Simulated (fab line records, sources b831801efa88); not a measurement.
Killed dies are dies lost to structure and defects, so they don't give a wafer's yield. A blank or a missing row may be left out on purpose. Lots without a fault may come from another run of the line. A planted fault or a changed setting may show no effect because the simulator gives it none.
Which tool did it? | flow sky130 | 12 lots, 36 wafers sampled, at 5 steps of a route of 708

WHAT THE GAUGES READ, wafer by wafer
The record holds no reading of a measuring or inspecting step that can be judged against a usual standard deviation.

WHICH TOOL RAN EACH LOT (tool, then ch and the chambers of the sampled wafers, then the start)
lot  | SKY_VIA4_HDPCVD_00               | SKY_VIA4_CMP_21               | SKY_PAD_OPEN_ETCH_07               | SKY_PAD_OPEN_STRIP_08                | SKY_PAD_OPEN_PROBE_99
L655 | hdpcvd-01 ch 0,1, day 42 09:02   | cmp-01 ch 1,2, day 43 09:37   | rie_diel-01 ch 0,2, day 46 04:29   | plasma_asher-02 ch 0,1, day 46 04:35 | prober-02, day 46 06:53
L656 | hdpcvd-01 ch 0,2, day 42 09:16   | cmp-02 ch 0,1,3, day 43 10:28 | rie_diel-03 ch 0,3, day 46 05:38   | plasma_asher-03 ch 0,1, day 46 05:44 | prober-01, day 46 08:01
L659 | hdpcvd-01 ch 0,1,2, day 43 04:14 | cmp-01 ch 1,2,3, day 44 04:08 | rie_diel-01 ch 2,3, day 46 21:26   | plasma_asher-02 ch 0,1, day 46 21:35 | prober-02, day 46 23:55
L660 | hdpcvd-02 ch 0,2, day 43 11:04   | cmp-02 ch 0,2,3, day 44 10:52 | rie_diel-01 ch 0,2,3, day 47 03:26 | plasma_asher-01 ch 0,1, day 47 03:32 | prober-01, day 47 05:45
L661 | hdpcvd-01 ch 0,1,2, day 43 18:28 | cmp-02 ch 1,2,3, day 44 18:17 | rie_diel-03 ch 1,2,3, day 47 09:38 | plasma_asher-02 ch 0,1, day 47 09:44 | prober-02, day 47 12:02
L662 | hdpcvd-01 ch 0,1,2, day 44 01:10 | cmp-01 ch 0,2,3, day 45 00:22 | rie_diel-04 ch 1,2, day 47 14:29   | plasma_asher-02 ch 0,1, day 47 14:35 | prober-01, day 47 16:52
L663 | hdpcvd-01 ch 1,2, day 44 07:34   | cmp-01 ch 0,1, day 45 06:26   | rie_diel-03 ch 1,2,3, day 47 20:53 | plasma_asher-02 ch 0,1, day 47 20:59 | prober-02, day 47 23:17
L664 | hdpcvd-02 ch 0,1,2, day 44 14:22 | cmp-01 ch 0,1,3, day 45 13:53 | rie_diel-04 ch 0,1,2, day 48 03:41 | plasma_asher-03 ch 0,1, day 48 03:47 | prober-01, day 48 06:03
L665 | hdpcvd-02 ch 0,1,2, day 44 18:45 | cmp-02 ch 0,2,3, day 45 18:35 | rie_diel-03 ch 0,1, day 48 08:23   | plasma_asher-03 ch 0,1, day 48 08:31 | prober-02, day 48 11:19
L666 | hdpcvd-01 ch 0,1, day 44 23:16   | cmp-01 ch 0,1,3, day 45 22:03 | rie_diel-03 ch 0,1,3, day 48 10:56 | plasma_asher-02 ch 0,1, day 48 11:04 | prober-01, day 48 13:21
L673 | hdpcvd-01 ch 0,1,2, day 47 00:58 | cmp-01 ch 0,3, day 47 22:02   | rie_diel-03 ch 1,2,3, day 50 04:38 | plasma_asher-01 ch 0,1, day 50 04:46 | prober-02, day 50 07:03
L674 | hdpcvd-01 ch 0,1, day 47 07:22   | cmp-02 ch 0,2, day 48 04:04   | rie_diel-04 ch 0,1, day 50 09:11   | plasma_asher-03 ch 0,1, day 50 09:19 | prober-01, day 50 11:44
- SKY_VIA4_HDPCVD_00: deposits SiO2, target thk 1750 nm, time 291.7 s.
- SKY_VIA4_CMP_21: polishes, stops on SiO2, t overpolish 25 s, target thk 0 nm.
- SKY_PAD_OPEN_ETCH_07: etches the open film in CF4/O2, stops on AlCu, target depth 725 nm, time 161.1 s.
- SKY_PAD_OPEN_STRIP_08: strips in O2/N2.
- SKY_PAD_OPEN_PROBE_99

WHAT THE TOOLS THEMSELVES READ (means of the sampled wafers that have a number; where no wafer has one, the mark that the record gives instead)
SKY_VIA4_CMP_21. Usual: motor_current_A 10.7 A, standard deviation 1.1; overpolish_run_s 25.000 s, standard deviation 0.0097; time_to_endpoint_s 117 s, standard deviation 4.2.
lot  | tool   | motor_current_A (A) | overpolish_run_s (s) | time_to_endpoint_s (s) | flag
L655 | cmp-01 | 10.5                | 24.993               | 110                    |
L656 | cmp-02 | 11.0                | 25.002               | 120                    |
L659 | cmp-01 | 10.9                | 25.004               | 112                    |
L660 | cmp-02 | 10.6                | 24.993               | 117                    |
L661 | cmp-02 | 11.1                | 25.003               | 123                    |
L662 | cmp-01 | 10.8                | 24.984               | 116                    |
L663 | cmp-01 | 10.8                | 24.996               | 113                    |
L664 | cmp-01 | 11.1                | 25.001               | 115                    |
L665 | cmp-02 | 10.5                | 24.989               | 119                    |
L666 | cmp-01 | 11.0                | 24.998               | 114                    |
L673 | cmp-01 | 11.6                | 25.000               | 117                    |
L674 | cmp-02 | 9.5                 | 24.998               | 112                    |

SKY_PAD_OPEN_ETCH_07. Usual: drypump_motor_current_A 5.8 A, standard deviation 0.38; oes_product_au 0.977 a.u., standard deviation 0.0075; throttle_valve_pct 5.964 %, standard deviation 0.0097.
lot  | tool        | drypump_motor_current_A (A) | oes_product_au (a.u.) | throttle_valve_pct (%) | flag
L655 | rie_diel-01 | 5.8                         | 0.976                 | 5.962                  |
L656 | rie_diel-03 | 5.9                         | 0.980                 | 5.973                  |
L659 | rie_diel-01 | 5.3                         | 0.980                 | 5.964                  |
L660 | rie_diel-01 | 5.5                         | 0.979                 | 5.966                  |
L661 | rie_diel-03 | 6.1                         | 0.974                 | 5.965                  |
L662 | rie_diel-04 | 6.4                         | 0.987                 | 5.971                  |
L663 | rie_diel-03 | 6.1                         | 0.972                 | 5.955                  |
L664 | rie_diel-04 | 6.1                         | 0.981                 | 5.971                  |
L665 | rie_diel-03 | 5.8                         | 0.978                 | 5.965                  |
L666 | rie_diel-03 | 6.0                         | 0.975                 | 5.966                  |
L673 | rie_diel-03 | 6.1                         | 0.973                 | 5.957                  |
L674 | rie_diel-04 | 6.0                         | 0.982                 | 5.969                  |

SKY_PAD_OPEN_STRIP_08. Usual: drypump_motor_current_A 5.7 A, standard deviation 0.48; oes_product_au 0.663 a.u., standard deviation 0.0045; strip_time_to_endpoint_s 37.04 s, standard deviation 0.09.
lot  | tool            | drypump_motor_current_A (A) | oes_product_au (a.u.) | strip_time_to_endpoint_s (s) | flag
L655 | plasma_asher-02 | 5.4                         | 0.665                 | 37.24                        |
L656 | plasma_asher-03 | 5.7                         | 0.659                 | 37.02                        |
L659 | plasma_asher-02 | 5.4                         | 0.661                 | 37.04                        |
L660 | plasma_asher-01 | 5.9                         | 0.662                 | 37.02                        |
L661 | plasma_asher-02 | 5.4                         | 0.663                 | 37.01                        |
L662 | plasma_asher-02 | 5.7                         | 0.663                 | 37.07                        |
L663 | plasma_asher-02 | 5.7                         | 0.669                 | 37.05                        |
L664 | plasma_asher-03 | 5.5                         | 0.661                 | 36.86                        |
L665 | plasma_asher-03 | 5.8                         | 0.663                 | 36.97                        |
L666 | plasma_asher-02 | 5.4                         | 0.664                 | 37.00                        |
L673 | plasma_asher-01 | 5.9                         | 0.663                 | 37.03                        |
L674 | plasma_asher-03 | 5.5                         | 0.663                 | 37.12                        |

SKY_PAD_OPEN_PROBE_99. Usual: defect_limited_yield 82.5 %, standard deviation 1.8; killed_at_M0_to_M3 45, standard deviation 6.8; killed_at_M4_up 3.1, standard deviation 2; killed_at_contacts 23, standard deviation 5.2; killed_at_front_end 14, standard deviation 3.7; killed_at_other 0.3, standard deviation 0.61; killed_dies 86, standard deviation 9; killed_on_rim 17, standard deviation 3.9; killed_open 46, standard deviation 6.9; killed_short 39, standard deviation 6.4; sort_bin_3_pad_short 0.9 %, standard deviation 0.44; sort_bin_5_function 10.5 %, standard deviation 1.4; sort_bin_6_memory 6.1 %, standard deviation 1.1; sort_bin_8_speed 0.01 %, standard deviation 0.052; sort_n_pass 406, standard deviation 9; sort_yield_pct 82.5 %, standard deviation 1.8.
lot  | tool      | defect_limited_yield (%) | killed_at_M0_to_M3 | killed_at_M4_up | killed_at_contacts | killed_at_front_end | killed_at_other | killed_dies | killed_on_rim | killed_open | killed_short | sort_bin_3_pad_short (%) | sort_bin_5_function (%) | sort_bin_6_memory (%) | sort_bin_8_speed (%) | sort_n_pass | sort_yield_pct (%) | flag
L655 | prober-02 | 83.0                     | 43                 | 2.7             | 25                 | 12                  | 1.3             | 84          | 17            | 42          | 42           | 1.0                      | 9.4                     | 6.6                   | 0.07                 | 408         | 82.9               |
L656 | prober-01 | 82.8                     | 43                 | 3.3             | 20                 | 19                  | 0.0             | 85          | 16            | 46          | 38           | 1.0                      | 9.6                     | 6.6                   | 0.00                 | 407         | 82.8               |
L659 | prober-02 | 81.1                     | 46                 | 5.3             | 26                 | 16                  | 0.0             | 93          | 15            | 51          | 40           | 1.1                      | 11.4                    | 6.4                   | 0.00                 | 399         | 81.1               |
L660 | prober-01 | 81.6                     | 52                 | 2.7             | 24                 | 12                  | 0.0             | 90          | 16            | 54          | 36           | 0.9                      | 10.7                    | 6.7                   | 0.07                 | 401         | 81.6               |
L661 | prober-02 | 81.6                     | 45                 | 2.0             | 30                 | 14                  | 0.0             | 91          | 17            | 52          | 38           | 0.7                      | 10.9                    | 6.8                   | 0.00                 | 401         | 81.6               |
L662 | prober-01 | 83.7                     | 39                 | 2.0             | 25                 | 14                  | 0.3             | 80          | 15            | 38          | 42           | 0.7                      | 9.5                     | 6.0                   | 0.00                 | 412         | 83.7               |
L663 | prober-02 | 81.4                     | 47                 | 5.0             | 22                 | 17                  | 0.3             | 91          | 20            | 46          | 46           | 1.1                      | 11.2                    | 6.3                   | 0.00                 | 401         | 81.4               |
L664 | prober-01 | 81.4                     | 49                 | 4.0             | 23                 | 15                  | 0.3             | 92          | 21            | 46          | 46           | 1.3                      | 10.9                    | 6.4                   | 0.00                 | 400         | 81.4               |
L665 | prober-02 | 83.9                     | 40                 | 3.3             | 21                 | 14                  | 0.0             | 79          | 18            | 39          | 40           | 1.1                      | 10.0                    | 4.9                   | 0.00                 | 413         | 83.9               |
L666 | prober-01 | 82.5                     | 46                 | 2.0             | 21                 | 17                  | 0.0             | 86          | 19            | 46          | 38           | 0.6                      | 10.6                    | 6.3                   | 0.00                 | 406         | 82.5               |
L673 | prober-02 | 74.2                     | 42                 | 49.0            | 22                 | 14                  | 0.0             | 127         | 23            | 40          | 40           | 3.3                      | 15.0                    | 7.5                   | 0.00                 | 365         | 74.2               | OFF
L674 | prober-01 | 75.4                     | 44                 | 41.3            | 25                 | 10                  | 0.3             | 121         | 28            | 47          | 35           | 2.9                      | 14.6                    | 7.1                   | 0.00                 | 371         | 75.4               | OFF

THE ANSWER, worked out from the rows above alone
Rule: a lot is off if the mean of its wafers that have a number lies more than 3 standard deviations from the usual mean. A lot without any number at a reading at which 4 lots or more have one is off too. The other lots that the step has rows for count as sound. The gauges are gone through in route order, then the tools' own readings, and for those a lot's mean is taken as printed above. The first step at which some lot is off is used, and at that step the reading that is off furthest; a lot without a number counts as furthest.
Off: L673, L674, at SKY_PAD_OPEN_PROBE_99 (killed_at_M4_up).
A tool fits if, at that step or a process step before it, it ran every lot that is off, and no sound lot after the first of them. One fits: hdpcvd-01 at SKY_VIA4_HDPCVD_00. Its last sound lot is L666 (day 44 23:16), its first lot that is off L673 (day 47 00:58): a fault that began between those two fits.

WHAT THE SIMULATOR HAD PUT IN
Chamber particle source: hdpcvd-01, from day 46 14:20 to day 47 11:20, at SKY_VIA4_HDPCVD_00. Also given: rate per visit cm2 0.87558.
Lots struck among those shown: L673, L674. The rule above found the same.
